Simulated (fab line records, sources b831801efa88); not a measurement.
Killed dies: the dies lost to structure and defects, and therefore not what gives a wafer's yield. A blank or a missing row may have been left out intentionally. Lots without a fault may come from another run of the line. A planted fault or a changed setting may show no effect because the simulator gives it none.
Chamber matching | flow gf180mcu | 4 sister chambers for GF_V1_ETCH_17 on rie_diel-02
The step etches SiO2 in C4F8/O2/Ar, stops on TiN, target depth 630 nm. 4 wafers are shown with their chamber, then 8 later ones without.

== EACH WAFER AND ITS CHAMBER ==
wafer  | chamber | oes_product_au (a.u.)
L647.1 | 2       | 0.857
L648.3 | 1       | 0.865
L648.5 | 0       | 0.861
L654.1 | 3       | 0.847

== WAFERS WHOSE CHAMBER IS MISSING ==
wafer  | oes_product_au (a.u.)
L654.2 | 0.851
L654.5 | 0.853
L661.1 | 0.863
L661.4 | 0.849
L661.6 | 0.857
L663.2 | 0.861
L663.4 | 0.854
L663.5 | 0.856

== WHICH CHAMBER EACH WENT THROUGH ==
wafer  | from the rows above          | in truth
L654.2 | can't be placed: 3 or 2      | 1
L654.5 | can't be placed: 2 or 3 or 0 | 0
L661.1 | can't be placed: 0 or 1 or 2 | 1
L661.4 | 3                            | 3
L661.6 | can't be placed: 2 or 0      | 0
L663.2 | can't be placed: 0 or 1 or 2 | 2
L663.4 | can't be placed: 2 or 0 or 3 | 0
L663.5 | can't be placed: 2 or 0      | 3
Placed correctly: 1 of 8. Cannot be placed on the basis of these rows: 7; the candidates contain the true chamber in 5. 0 placed wrongly.
How it was worked out, from the rows above alone: a wafer's distance from a chamber is the root of the sum, over the readings, of the square of ((its reading less the chamber's mean) divided by the reading's scatter). If the next closest chamber is less than 2 further off than the closest, the wafer can't be placed; otherwise it belongs to the closest. Each chamber's mean is taken over the wafers shown for it. The scatter: with one shown wafer a chamber, the root of the mean of the squares of how far each hidden wafer lies from its nearest shown one.
